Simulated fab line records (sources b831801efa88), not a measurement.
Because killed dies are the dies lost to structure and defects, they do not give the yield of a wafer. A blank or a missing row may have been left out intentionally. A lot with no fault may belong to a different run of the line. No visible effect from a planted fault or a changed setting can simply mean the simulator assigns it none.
Comparing a struck lot with a sound one :: flow sfq_line :: 41 out of 325 route steps
Sound: these wafers, L242.2, L242.4, L242.6. Struck: wafers L252.1, L252.3, L252.4. The cause comes at the end.
Per side, at each step with rows, come the tool, then ch with its chambers, and then its first start. Under that, the readings that differ: sound wafers :: struck wafers :: difference of the means :: sigmas: that difference in standard deviations of wafers without a fault.
alike: readings with means less than 2 such deviations apart, plus words and numbers identical on both sides. not compared: withheld readings, readings lacking a value on some wafer, bounds such as >300 that could conceal the same value, and numbers that have no deviation in the record and whose values overlap.
Wherever a step has rows on one side only, a row that says differs or no value, or a row with sigmas, the two part there. Numbers that have no deviation but don't overlap get no sigmas and don't part them. A reading missing from all wafers of one side parts the sides only when that side holds two or more wafers.

first, 3 steps without rows for these wafers: SFQ_TRILAYER_I4_VIA_LITHO_EXPOSE_104 (exposes mask I4, target cd 700 nm); SFQ_TRILAYER_I4_VIA_LITHO_PEB_106 (peb time 60 s); SFQ_TRILAYER_I4_VIA_LITHO_DEVELOP_105 (time 60 s).
SFQ_I4_OVL_MEAS_928:
  struck on overlay-01, day 57 00:02; sound on overlay-02, day 55 14:08
  alike: I4_OVL
SFQ_TRILAYER_I4_VIA_BARC_OPEN_VIA_ETCH_146: etches BARC in O2, target depth 125 nm, time 41.7 s.
  sound on rie_diel-04 ch 0,2,3, day 55 14:10; struck on rie_diel-03 ch 0,1,3, day 57 00:04
  alike: drypump_motor_current_A, oes_product_au
  not compared: rf_hours_counter_h
then, 1 step without rows for these wafers: SFQ_TRILAYER_I4_VIA_ETCH_VIA_ETCH_106 (etches SiO2 in CHF3, stops on Nb, target depth 260 nm).
SFQ_TRILAYER_I4_VIA_STRIP_STRIP_107: strips in O2.
  sound on rie_metal-02 ch 1, day 55 14:19; struck on rie_metal-01 ch 0,1, day 57 00:13
  alike: drypump_motor_current_A, oes_product_au
  not compared: rf_hours_counter_h
then, 5 steps without rows for these wafers: SFQ_TRILAYER_I4_VIA_STRIP_SOLV_CLEAN_108 (cleans in NMP, time 600 s); SFQ_TRILAYER_JJ_TRILAYER_DEP_PRE_CLEAN_113 (time 22.5 s); SFQ_TRILAYER_JJ_TRILAYER_DEP_SPUTTER_109 (material Nb, target thk 150 nm, time 100 s); SFQ_TRILAYER_JJ_TRILAYER_DEP_SPUTTER_110 (material Al, target thk 8 nm, time 10 s); SFQ_TRILAYER_JJ_TRILAYER_DEP_AL_OXIDATION_111 (oxidation time 600 s).
SFQ_TRILAYER_JJ_TRILAYER_DEP_SPUTTER_112: material Nb, target thk 170 nm, time 113.3 s.
  struck on pvd_sputter-06, day 57 02:07; sound on pvd_sputter-03, day 55 16:13
reading: cathode_dc_power_W (W)
sound: 1999.8 2000.2 2000.1
struck: 2294.9 2295.7 2295.8
difference: +295.4
sigmas: +99 or more

reading: model.Nb_of_TRILAYER_JJ_TRILAYER_DEP_SPUTTER_112.thk_nm (nm)
sound: 169.5 168.2 167.2
struck: 194.4 193.3 195
difference: +25.9
sigmas: 
  alike: throttle_valve_pct
SFQ_JJ_RS_MEAS_929: measurement is done with a four-point probe.
  struck on film_metro-03, day 57 02:29; sound on film_metro-03, day 55 16:19
reading: JJ_NB_RS (ohm/sq)
sound: 1.052 1.060 1.065
struck: 0.915 0.920 0.912
difference: -0.143
sigmas: -14
  not compared: hold
then, 5 steps without rows for these wafers: SFQ_TRILAYER_JJ_CE_LITHO_COAT_114 (resist thk 600 nm); SFQ_TRILAYER_JJ_CE_LITHO_SOFTBAKE_118; SFQ_TRILAYER_JJ_CE_LITHO_EXPOSE_115 (exposes mask J5, target cd 700 nm); SFQ_TRILAYER_JJ_CE_LITHO_PEB_117 (peb time 60 s); SFQ_TRILAYER_JJ_CE_LITHO_DEVELOP_116 (time 60 s).
-- the record jumps here: 5 days lie between the struck wafers' starts before and after --
SFQ_JJ_OVL_MEAS_931:
  struck on overlay-01, day 61 16:35; sound on overlay-02, day 60 05:48
reading: J5_OVL (nm)
sound: 7 6 8
struck: -6 -6 -2
difference: -12
sigmas: -2
following that, these wafers have no rows for 1 step: SFQ_TRILAYER_JJ_CE_METRO_MEASURE_117.
SFQ_TRILAYER_JJ_CE_BARC_OPEN_RIE_150: chemistry O2, target BARC, target depth 240 nm, time 80 s.
  sound on rie_metal-04 ch 0,1, day 60 07:02; struck on rie_metal-01 ch 1, day 61 17:50
  alike: drypump_motor_current_A, oes_product_au
  not compared: rf_hours_counter_h
SFQ_TRILAYER_JJ_CE_ETCH_RIE_118: chemistry SF6, target Nb, stops on Al2O3, time 97.7 s, target depth 170 nm.
  sound on rie_metal-04 ch 0,1, day 60 07:07; struck on rie_metal-01 ch 1, day 61 18:01
  alike: drypump_motor_current_A, oes_product_au
  not compared: rf_hours_counter_h
then, 9 steps without rows for these wafers: SFQ_TRILAYER_JJ_ANODIZE_ANODIZE_119; SFQ_TRILAYER_JJ_CE_STRIP_STRIP_120 (strips in O2); SFQ_TRILAYER_JJ_CE_STRIP_SOLV_CLEAN_121 (cleans in NMP, time 600 s); SFQ_TRILAYER_M5_LITHO_COAT_128 (resist thk 62 nm); SFQ_TRILAYER_M5_LITHO_COAT_123 (resist thk 600 nm); SFQ_TRILAYER_M5_LITHO_SOFTBAKE_127; SFQ_TRILAYER_M5_LITHO_EXPOSE_124 (exposes mask M5, target cd 700 nm); SFQ_TRILAYER_M5_LITHO_PEB_126 (peb time 60 s); SFQ_TRILAYER_M5_LITHO_DEVELOP_125 (time 60 s).
-- the record jumps here: 5 days lie between the struck wafers' starts before and after --
SFQ_M5_OVL_MEAS_932:
  struck on overlay-01, day 67 03:38; sound on overlay-01, day 65 05:55
  alike: M5_OVL
then, 1 step without rows for these wafers: SFQ_TRILAYER_M5_BARC_OPEN_METAL_ETCH_161 (etches BARC in O2, target depth 125 nm, time 41.7 s).
SFQ_TRILAYER_M5_ETCH_METAL_ETCH_126: etches Nb in Cl2/BCl3, stops on SiO2, time 203.2 s, target depth 265 nm.
  sound on rie_metal-03 ch 0,1, day 65 06:01; struck on rie_metal-04 ch 0,1, day 67 03:44
  alike: drypump_motor_current_A, oes_product_au
  not compared: rf_hours_counter_h
then, 5 steps without rows for these wafers: SFQ_TRILAYER_M5_STRIP_STRIP_127 (strips in O2); SFQ_TRILAYER_M5_STRIP_SOLV_CLEAN_128 (cleans in NMP, time 600 s); SFQ_TRILAYER_A5B_DEP_PECVD_129 (deposits SiO2 from SiH4/N2O, time 133.33 s, target thk 600 nm); SFQ_TRILAYER_A5B_CMP_CMP_130 (polishes, stops on Nb, target thk 340.7 nm); SFQ_TRILAYER_A5B_METRO_MEASURE_131.
SFQ_TRILAYER_R5_ETCH_METAL_ETCH_139: etches the open film in Cl2, stops on SiO2, target depth 60 nm, time 40 s.
  sound on rie_metal-02 ch 0,1, day 66 14:10; struck on rie_metal-01 ch 0,1, day 67 11:37
reading: oes_product_au (a.u.)
sound: 1.001 0.993 1.000
struck: 0.989 0.986 0.980
difference: -0.013
sigmas: -2

reading: model.Nb_of_TRILAYER_JJ_TRILAYER_DEP_SPUTTER_112.thk_nm (nm)
sound: 159.6 158.2 157.1
struck: 184.4 183.3 185.1
difference: +26.0
sigmas: 
  alike: drypump_motor_current_A
  not compared: rf_hours_counter_h

== WHERE THEY PART ==
First at SFQ_TRILAYER_JJ_TRILAYER_DEP_SPUTTER_112; last, within this record, at SFQ_TRILAYER_R5_ETCH_METAL_ETCH_139.

WHY: whatever the simulator had introduced
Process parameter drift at SFQ_TRILAYER_JJ_TRILAYER_DEP_SPUTTER_112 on pvd_sputter-06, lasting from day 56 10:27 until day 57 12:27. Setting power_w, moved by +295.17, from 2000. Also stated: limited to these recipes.
